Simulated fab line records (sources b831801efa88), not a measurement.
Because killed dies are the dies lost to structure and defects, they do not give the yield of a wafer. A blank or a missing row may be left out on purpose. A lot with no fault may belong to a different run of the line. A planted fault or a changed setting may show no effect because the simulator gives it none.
Which tool is to blame? / flow sky130 / 15 lots (45 wafers sampled), 1 step of a 708-step route

== WHAT THE GAUGES READ, wafer by wafer ==
Not one reading of a measure or inspect step in the record can be checked against a usual standard deviation.

== EACH LOT AND THE TOOL THAT RAN IT (in order: tool; ch and the chambers of the sampled wafers; start) ==
lot=L679; SKY_NWELL_EXPOSE_07=iline stepper-01 ch 0, day 4 11:55
lot=L680; SKY_NWELL_EXPOSE_07=iline stepper-02 ch 0, day 4 18:06
lot=L681; SKY_NWELL_EXPOSE_07=iline stepper-01 ch 0, day 4 23:06
lot=L682; SKY_NWELL_EXPOSE_07=iline stepper-01 ch 0, day 5 02:30
lot=L683; SKY_NWELL_EXPOSE_07=iline stepper-01 ch 0, day 5 10:55
lot=L684; SKY_NWELL_EXPOSE_07=iline stepper-01 ch 0, day 5 15:39
lot=L685; SKY_NWELL_EXPOSE_07=iline stepper-02 ch 0, day 5 18:10
lot=L687; SKY_NWELL_EXPOSE_07=iline stepper-01 ch 0, day 6 10:19
lot=L688; SKY_NWELL_EXPOSE_07=iline stepper-02 ch 0, day 6 14:13
lot=L689; SKY_NWELL_EXPOSE_07=iline stepper-02 ch 0, day 6 19:23
lot=L691; SKY_NWELL_EXPOSE_07=iline stepper-01 ch 0, day 7 08:55
lot=L698; SKY_NWELL_EXPOSE_07=iline stepper-01, day 9 01:33
lot=L699; SKY_NWELL_EXPOSE_07=iline stepper-02, day 9 08:50
lot=L700; SKY_NWELL_EXPOSE_07=iline stepper-02, day 9 13:25
lot=L701; SKY_NWELL_EXPOSE_07=iline stepper-01 ch 0, day 9 19:00
- SKY_NWELL_EXPOSE_07: exposes mask NWM, target cd 840 nm.

== WHAT THE TOOLS THEMSELVES READ (means of the sampled wafers that have a number; where no wafer has one, the mark that the record gives instead) ==
SKY_NWELL_EXPOSE_07. Usual: exposure dose mJ cm2 255.00, standard deviation 0.25; focus offset nm 0.1 nm, standard deviation 0.55.
lot=L679; tool=iline stepper-01; exposure dose mJ cm2=254.89; focus offset nm (nm)=0.4; flag=
lot=L680; tool=iline stepper-02; exposure dose mJ cm2=255.17; focus offset nm (nm)=0.0; flag=
lot=L681; tool=iline stepper-01; exposure dose mJ cm2=254.98; focus offset nm (nm)=0.6; flag=
lot=L682; tool=iline stepper-01; exposure dose mJ cm2=254.86; focus offset nm (nm)=-0.3; flag=
lot=L683; tool=iline stepper-01; exposure dose mJ cm2=255.25; focus offset nm (nm)=0.2; flag=
lot=L684; tool=iline stepper-01; exposure dose mJ cm2=255.26; focus offset nm (nm)=0.4; flag=
lot=L685; tool=iline stepper-02; exposure dose mJ cm2=254.96; focus offset nm (nm)=0.3; flag=
lot=L687; tool=iline stepper-01; exposure dose mJ cm2=254.92; focus offset nm (nm)=0.5; flag=
lot=L688; tool=iline stepper-02; exposure dose mJ cm2=254.95; focus offset nm (nm)=0.0; flag=
lot=L689; tool=iline stepper-02; exposure dose mJ cm2=255.30; focus offset nm (nm)=0.2; flag=
lot=L691; tool=iline stepper-01; exposure dose mJ cm2=255.06; focus offset nm (nm)=1.2; flag=
lot=L698; tool=iline stepper-01; exposure dose mJ cm2=-; focus offset nm (nm)=-; flag=OFF
lot=L699; tool=iline stepper-02; exposure dose mJ cm2=-; focus offset nm (nm)=-; flag=OFF
lot=L700; tool=iline stepper-02; exposure dose mJ cm2=-; focus offset nm (nm)=-; flag=OFF
lot=L701; tool=iline stepper-01; exposure dose mJ cm2=255.28; focus offset nm (nm)=0.1; flag=

== THE ANSWER, worked out from the rows above alone ==
Rule: a lot is off if the mean of its wafers that have a number lies more than 3 standard deviations from the usual mean. A lot without any number at a reading at which 4 lots or more have one is off too. The other lots that the step has rows for count as sound. First the gauges in route order, then the tools' own readings, where a lot's mean is used as printed above. At the first step where some lot is off, the reading lying furthest off is the one used; lots without a number count as furthest.
Off at SKY_NWELL_EXPOSE_07 (exposure dose mJ cm2): L698, L699, L700. Without a number there: L698, L699, L700.
If a tool, at that step or one of the process steps before it, ran each lot that is off and ran no sound lot following the first of them, it fits. Of those tried, none fits.

== WHAT THE SIMULATOR HAD INSERTED ==
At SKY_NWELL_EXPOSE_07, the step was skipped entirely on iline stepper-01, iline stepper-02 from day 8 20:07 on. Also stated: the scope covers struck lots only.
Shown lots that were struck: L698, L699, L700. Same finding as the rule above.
